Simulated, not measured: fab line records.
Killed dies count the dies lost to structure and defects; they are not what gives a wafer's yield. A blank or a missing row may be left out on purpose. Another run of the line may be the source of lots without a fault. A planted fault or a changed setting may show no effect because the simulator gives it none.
Chamber matching    flow sky130    SKY_FIELD_ISO_ETCH_15 on rieDiel-01: 4 sister chambers
The step etches the open film in CHF3/O2, stops on Si, target depth 180 nm, time 72 s. 4 wafers are shown with their chamber, then 10 later ones without.

WAFERS WITH THEIR CHAMBER
wafer   chamber  drypumpMotorCurrentA (A)
L083.3  1        6.0
L083.6  2        6.2
L088.4  3        5.7
L088.5  0        4.9

WAFERS WITH NO CHAMBER GIVEN
wafer   drypumpMotorCurrentA (A)
L088.6  5.6
L090.1  5.7
L090.2  6.3
L090.5  5.7
L094.2  6.2
L094.3  5.7
L094.4  4.9
L095.1  6.2
L095.3  5.7
L095.5  6.2

EACH ONE'S CHAMBER
wafer   from the rows above  in truth
L088.6  3                    3
L090.1  3                    3
L090.2  2                    2
L090.5  3                    3
L094.2  2                    2
L094.3  3                    3
L094.4  0                    0
L095.1  2                    2
L095.3  3                    3
L095.5  2                    2
Correct placement for 10 of the 10. Can't be placed from these rows: 0. Number placed wrongly: 0.
How it was worked out, from the rows above alone: a wafer's distance from a chamber is the root of the sum, over the readings, of the square of ((its reading less the chamber's mean) divided by the reading's scatter). If the next closest chamber is less than 2 further off than the closest, the wafer can't be placed; otherwise it belongs to the closest. The mean given for a chamber averages the wafers shown for that chamber. The scatter: root of mean squared gap, hidden wafer to nearest shown wafer, with one shown wafer a chamber.
